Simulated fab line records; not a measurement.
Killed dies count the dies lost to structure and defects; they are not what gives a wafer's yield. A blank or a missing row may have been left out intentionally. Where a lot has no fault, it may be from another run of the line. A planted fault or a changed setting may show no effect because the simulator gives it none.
fab line records | flow sfq-line | part 2 of 2: steps 27 to 36 of 36
record: lots: 5 | wafers: 15 | last-day: 94
route steps=325 shown I4@174 JJ@178 M5@198 A5B@209
lots untouched by any fault: they come from a run of this same line in which no faults occurred
start-h: start of the lot's first displayed wafer, in hours after the record's first day | wait-h: hours since the lot's step before | " unchanged from the row above | L1.1+2: one row covering several wafers at once | - value missing, or start not given | * or withheld: withheld | < > ~ a bound
route shown NAME@n: a module of which the file shows steps, and the number in the route of the first | usual: mean and standard deviation over wafers with no fault | same: alike in all rows | chamber/n: place in a boat | sites: each site's reading | _std_site: the values' standard deviation | _edge_site: inner sites' mean taken away from outer sites' mean | radius-mm: for every site, how far away it sits from the centre of the wafer | mask NAME#n: copy n | behind: tool/chamber where the wafer was last shaped | hold: what put the lot on hold/how long, in hours/how the hold closed | device: names the non-switching transistor (n, p or np) | end of line: tests run on the same wafers once the route is complete | step lacking rows: just its recipe | killed: dies that structure and defects cost at the first sort, which is not the same as the wafer's yield | map: a wafer's dies, x killed, . not, _ none there
set.NAME: the run value of the setting; set.NAME@STEP: its run value at that earlier step | model.NAME: the simulator's own value behind a step, which no gauge read
lots seen at some steps along the route; tables by step, rows by wafer
services: a tool's chamber out of use, with start hour (start-h, from the record's first day; less than 0 if before it), hours out, and reason
== steps ==
step: SFQ_TRILAYER_M5_LITHO_EXPOSE_124
recipe: mask-id: M5 | na: 0.6 | source-shape: conventional | sigma-outer: 0.65 | target-cd-nm: 700 | dose-mj: 14.4
lot.wafer  | tool           | chamber | start-h | wait-h | mask
L074.2+3+4 | krf-scanner-01 | 0       | 1382.76 | -      | M5#0
L085.1+5+6 | krf-scanner-01 | 0       | 1513.55 | -      | M5#0
L091.1+2+3 | krf-scanner-01 | 0       | 1526.75 | -      | M5#0
L092.3+4+5 | krf-scanner-01 | 0       | 1528.35 | -      | M5#0
L095.1+3+5 | krf-scanner-01 | 0       | 1536.15 | -      | M5#0
step: SFQ_TRILAYER_M5_LITHO_PEB_126
recipe: peb-temp-c: 115 | peb-time-s: 60 | resist: KrF
usual: heater-power-total-W: 79.16/0.067
lot.wafer | tool           | chamber | start-h | wait-h | heater-power-total-W
L074.2    | litho-track-04 | 0       | 1383.79 | 0.8    | 79.28
L074.3    | "              | 0       | "       | "      | 79.23
L074.4    | "              | 0       | "       | "      | 79.15
L085.1    | litho-track-03 | 0       | 1514.75 | 1.0    | 79.31
L085.5    | "              | 0       | "       | "      | 79.14
L085.6    | "              | 0       | "       | "      | 79.16
L091.1    | litho-track-04 | 0       | 1527.95 | 1.0    | 79.11
L091.2    | "              | 0       | "       | "      | 79.20
L091.3    | "              | 0       | "       | "      | 79.13
L092.3    | litho-track-01 | 0       | 1529.20 | 0.7    | 79.13
L092.4    | "              | 0       | "       | "      | 79.25
L092.5    | "              | 0       | "       | "      | 79.04
L095.1    | litho-track-04 | 0       | 1537.35 | 1.0    | 79.17
L095.3    | "              | 0       | "       | "      | 79.05
L095.5    | "              | 0       | "       | "      | 79.19
step: SFQ_TRILAYER_M5_LITHO_DEVELOP_125
recipe: time-s: 60 | resist: KrF
lot.wafer  | tool           | chamber | start-h | wait-h
L074.2+3+4 | litho-track-04 | 0       | 1383.94 | 0.1
L085.1+5+6 | litho-track-03 | 0       | 1514.90 | 0.1
L091.1+2+3 | litho-track-04 | 0       | 1528.10 | 0.1
L092.3+4+5 | litho-track-01 | 0       | 1529.35 | 0.1
L095.1+3+5 | litho-track-04 | 0       | 1537.50 | 0.1
step: SFQ_M5_OVL_MEAS_932
usual: M5_OVL: -1/3.9
lot.wafer | tool       | chamber | start-h | wait-h | M5_OVL[nm]
L074.2    | overlay-02 | -       | 1384.07 | 0.1    | -5
L074.3    | "          | -       | "       | "      | -6
L074.4    | "          | -       | "       | "      | -7
L085.1    | overlay-02 | -       | 1515.05 | 0.1    | -2
L085.5    | "          | -       | "       | "      | 5
L085.6    | "          | -       | "       | "      | 3
L091.1    | overlay-01 | -       | 1528.25 | 0.1    | -2
L091.2    | "          | -       | "       | "      | -4
L091.3    | "          | -       | "       | "      | -2
L092.3    | overlay-02 | -       | 1529.46 | 0.1    | 2
L092.4    | "          | -       | "       | "      | -5
L092.5    | "          | -       | "       | "      | -1
L095.1    | overlay-02 | -       | 1537.65 | 0.1    | 0
L095.3    | "          | -       | "       | "      | -3
L095.5    | "          | -       | "       | "      | 1
step: SFQ_TRILAYER_M5_BARC_OPEN_METAL_ETCH_161
recipe: mask-material: PR | chemistry: O2 | target-depth-nm: 125 | target: BARC | icp-w: 600 | bias-w: 80 | pressure-mtorr: 10 | time-s: 41.7
usual: drypump-motor-current-A: 5.9/0.51 | oes-product-au: 0.685/0.0049
lot.wafer | tool         | chamber | start-h | wait-h | drypump-motor-current-A | oes-product-au | rf-hours-counter-h
L074.2    | rie-metal-04 | 1       | 1384.10 | 0.0    | 5.7                     | 0.689          | 74
L074.3    | "            | 1       | "       | "      | 5.7                     | 0.690          | -
L074.4    | "            | 0       | "       | "      | 6.2                     | 0.694          | -
L085.1    | rie-metal-02 | 0       | 1515.09 | 0.0    | 6.3                     | 0.682          | 57
L085.5    | "            | 1       | "       | "      | 5.9                     | 0.681          | -
L085.6    | "            | 0       | "       | "      | 6.3                     | 0.688          | -
L091.1    | rie-metal-03 | 0       | 1528.29 | 0.0    | 5.1                     | 0.691          | 61
L091.2    | "            | 1       | "       | "      | 6.5                     | 0.681          | 88
L091.3    | "            | 1       | "       | "      | 6.5                     | 0.690          | -
L092.3    | rie-metal-04 | 0       | 1529.51 | 0.0    | 6.1                     | 0.689          | -
L092.4    | "            | 1       | "       | "      | 5.7                     | 0.678          | -
L092.5    | "            | 1       | "       | "      | 5.7                     | 0.695          | -
L095.1    | rie-metal-03 | 0       | 1537.69 | 0.0    | 5.0                     | 0.689          | 62
L095.3    | "            | 0       | "       | "      | 5.0                     | 0.686          | -
L095.5    | "            | 0       | "       | "      | 5.0                     | 0.692          | -
step: SFQ_TRILAYER_M5_ETCH_METAL_ETCH_126
recipe: target: Nb | stop-on: SiO2 | mask-material: PR | over-etch-frac: 0.15 | time-s: 203.2 | chemistry: Cl2/BCl3 | target-depth-nm: 265 | icp-w: 600 | bias-w: 80 | pressure-mtorr: 10
usual: drypump-motor-current-A: 5.9/0.51 | oes-product-au: 0.728/0.0061
same: over-etch-frac: 0.15
lot.wafer | tool         | chamber | start-h | wait-h | drypump-motor-current-A | oes-product-au | rf-hours-counter-h
L074.2    | rie-metal-04 | 1       | 1384.16 | 0.0    | 5.7                     | 0.733          | 75
L074.3    | "            | 1       | "       | "      | 5.6                     | 0.723          | -
L074.4    | "            | 0       | "       | "      | 6.2                     | 0.723          | -
L085.1    | rie-metal-02 | 0       | 1515.15 | 0.0    | 6.3                     | 0.731          | 57
L085.5    | "            | 1       | "       | "      | 5.8                     | 0.725          | -
L085.6    | "            | 0       | "       | "      | 6.3                     | 0.730          | -
L091.1    | rie-metal-03 | 0       | 1528.35 | 0.0    | 5.0                     | 0.739          | 61
L091.2    | "            | 1       | "       | "      | 6.5                     | 0.725          | 88
L091.3    | "            | 1       | "       | "      | 6.5                     | 0.733          | -
L092.3    | rie-metal-04 | 0       | 1529.61 | 0.1    | 6.2                     | 0.730          | -
L092.4    | "            | 1       | "       | "      | 5.7                     | 0.719          | -
L092.5    | "            | 1       | "       | "      | 5.7                     | 0.725          | -
L095.1    | rie-metal-03 | 0       | 1537.75 | 0.0    | 5.1                     | 0.726          | 62
L095.3    | "            | 0       | "       | "      | 5.1                     | 0.730          | -
L095.5    | "            | 0       | "       | "      | 5.1                     | 0.731          | -
step: SFQ_TRILAYER_M5_STRIP_STRIP_127
recipe: gas: O2 | power-w: 200 | platen-temp-c: 40 | overash-fraction: 0.65 | chemistry: O2 | pressure-mtorr: 50
usual: drypump-motor-current-A: 5.9/0.5 | oes-product-au: 1.003/0.015
lot.wafer | tool         | chamber | start-h | wait-h | drypump-motor-current-A | oes-product-au | rf-hours-counter-h
L074.2    | rie-metal-04 | 1       | 1384.35 | 0.1    | 5.7                     | 1.013          | 75
L074.3    | "            | 1       | "       | "      | 5.7                     | 1.013          | -
L074.4    | "            | 0       | "       | "      | 6.1                     | 0.986          | -
L085.1    | rie-metal-02 | 0       | 1515.34 | 0.1    | 6.3                     | 0.991          | 57
L085.5    | "            | 1       | "       | "      | 5.8                     | 1.017          | -
L085.6    | "            | 0       | "       | "      | 6.3                     | 0.990          | -
L091.1    | rie-metal-03 | 0       | 1528.54 | 0.1    | 5.1                     | 0.977          | 61
L091.2    | "            | 1       | "       | "      | 6.5                     | 1.013          | 88
L091.3    | "            | 1       | "       | "      | 6.5                     | 1.008          | -
L092.3    | rie-metal-04 | 0       | 1529.94 | 0.3    | 6.2                     | 0.991          | -
L092.4    | "            | 1       | "       | "      | 5.7                     | 1.017          | -
L092.5    | "            | 1       | "       | "      | 5.7                     | 1.011          | -
L095.1    | rie-metal-03 | 0       | 1537.94 | 0.1    | 5.0                     | 0.980          | 63
L095.3    | "            | 0       | "       | "      | 5.0                     | 0.986          | -
L095.5    | "            | 0       | "       | "      | 5.0                     | 0.978          | -
step: SFQ_TRILAYER_M5_STRIP_SOLV_CLEAN_128
recipe: chemistry: NMP | temp-c: 70 | time-s: 600
lot.wafer  | tool         | chamber | start-h | wait-h
L074.2+3+4 | wet-bench-03 | 6,1,0   | 1384.95 | 0.4
L085.1+5+6 | wet-bench-04 | 2,6,1   | 1515.94 | 0.4
L091.1+2+3 | wet-bench-02 | 4,3,0   | 1529.14 | 0.4
L092.3+4+5 | wet-bench-04 | 0,7,6   | 1530.34 | 0.2
L095.1+3+5 | wet-bench-03 | 1,2,7   | 1538.54 | 0.4
step: SFQ_TRILAYER_A5B_DEP_PECVD_129
recipe: material: SiO2 | temp-c: 150 | time-s: 133.33 | pressure-torr: 2.4 | rf-w: 183.3 | precursor: SiH4/N2O | target-thk-nm: 600
usual: heater-power-outer-w: 34/9.1 | heater-power-w: 91/15 | throttle-valve-pct: 24.5/1.2
lot.wafer | tool     | chamber | start-h | wait-h | heater-power-outer-w | heater-power-w | throttle-valve-pct
L074.2    | pecvd-04 | 0       | 1385.13 | 0.0    | 19                   | 63             | 23.6
L074.3    | "        | 1       | "       | "      | 27                   | 74             | 25.2
L074.4    | "        | 2       | "       | "      | 45                   | 111            | 23.6
L085.1    | pecvd-04 | 2       | 1516.12 | 0.0    | 38                   | 101            | 23.6
L085.5    | "        | 1       | "       | "      | 28                   | 74             | 25.1
L085.6    | "        | 0       | "       | "      | 26                   | 69             | 23.8
L091.1    | pecvd-04 | 0       | 1529.33 | 0.0    | 22                   | 66             | 23.8
L091.2    | "        | 1       | "       | "      | 28                   | 72             | 25.5
L091.3    | "        | 2       | "       | "      | 41                   | 111            | 23.6
L092.3    | pecvd-03 | 2       | 1530.52 | 0.0    | 24                   | 83             | 24.6
L092.4    | "        | 2       | "       | "      | 26                   | 85             | 24.1
L092.5    | "        | 0       | "       | "      | 52                   | 107            | 22.7
L095.1    | pecvd-03 | 1       | 1538.72 | 0.0    | 38                   | 105            | 24.2
L095.3    | "        | 0       | "       | "      | 45                   | 97             | 22.7
L095.5    | "        | 0       | "       | "      | 48                   | 102            | 22.8
step: SFQ_TRILAYER_A5B_CMP_CMP_130
recipe: stop-on: Nb | down-force-psi: 3 | platen-rpm: 60 | target-thk-nm: 340.7
usual: motor-current-A: 10.2/0.74 | slurry-flow-ml-min: 150.0/0.45
lot.wafer | tool   | chamber | start-h | wait-h | motor-current-A | slurry-flow-ml-min
L074.4    | cmp-01 | 2       | 1385.22 | 0.0    | 10.4            | 149.8
L074.2    | "      | 0       | 1386.22 | 1.0    | 11.1            | 149.6
L074.3    | "      | 1       | "       | "      | 10.0            | 150.6
L085.1    | cmp-02 | 2       | 1517.72 | 1.6    | 9.3             | 149.8
L085.6    | "      | 0       | 1518.72 | 2.5    | 10.6            | 149.9
L085.5    | "      | 1       | "       | "      | 9.6             | 150.4
L091.3    | cmp-01 | 0       | 1529.81 | 0.4    | 11.2            | 149.9
L091.1    | "      | 2       | 1530.81 | 1.4    | 10.7            | 150.1
L091.2    | "      | 3       | "       | "      | 9.2             | 150.2
L092.4    | cmp-02 | 2       | 1530.61 | 0.0    | 9.4             | 150.2
L092.3    | "      | 0       | 1531.61 | 1.0    | 11.0            | 150.3
L092.5    | "      | 2       | 1532.61 | 2.0    | 9.5             | 149.8
L095.1    | cmp-01 | 2       | 1539.81 | 1.0    | 10.2            | 150.1
L095.3    | "      | 3       | "       | "      | 9.7             | 150.1
L095.5    | "      | 1       | 1541.31 | 2.5    | 9.5             | 149.8
== services ==
tool           | chamber | start-h | hours | kind
rie-metal-04   | -       | 1108.18 | 0.5   | repair
rie-metal-02   | 0       | 1115.24 | 20.2  | repair
krf-scanner-01 | -       | 1129.90 | 0.8   | pm
krf-scanner-01 | -       | 1138.20 | 1.5   | repair
rie-metal-04   | -       | 1155.35 | 0.1   | repair
krf-scanner-01 | -       | 1164.85 | 1.0   | pm
pvd-sputter-04 | -       | 1187.69 | 0.5   | repair
pvd-sputter-06 | -       | 1196.68 | 11.7  | repair
rie-metal-04   | -       | 1210.46 | 2.8   | pm
rie-metal-04   | 0       | 1214.48 | 5.4   | repair
rie-metal-03   | -       | 1225.46 | 0.5   | repair
krf-scanner-01 | -       | 1236.95 | 1.3   | pm
rie-metal-02   | -       | 1239.18 | 1.7   | repair
pvd-sputter-04 | -       | 1257.95 | 1.5   | repair
pvd-sputter-06 | -       | 1269.18 | 9.3   | repair
rie-metal-02   | 0       | 1280.82 | 11.2  | repair
pvd-sputter-04 | -       | 1369.70 | 9.3   | repair
pvd-sputter-04 | -       | 1412.58 | 11.7  | repair
pvd-sputter-04 | -       | 1434.56 | 7.4   | repair
rie-metal-02   | -       | 1441.62 | 0.4   | repair
rie-metal-02   | -       | 1448.86 | 2.8   | pm
rie-metal-02   | -       | 1518.85 | 2.0   | repair
rie-metal-02   | 1       | 1521.99 | 1.1   | repair
pvd-sputter-06 | -       | 1523.77 | 7.7   | repair
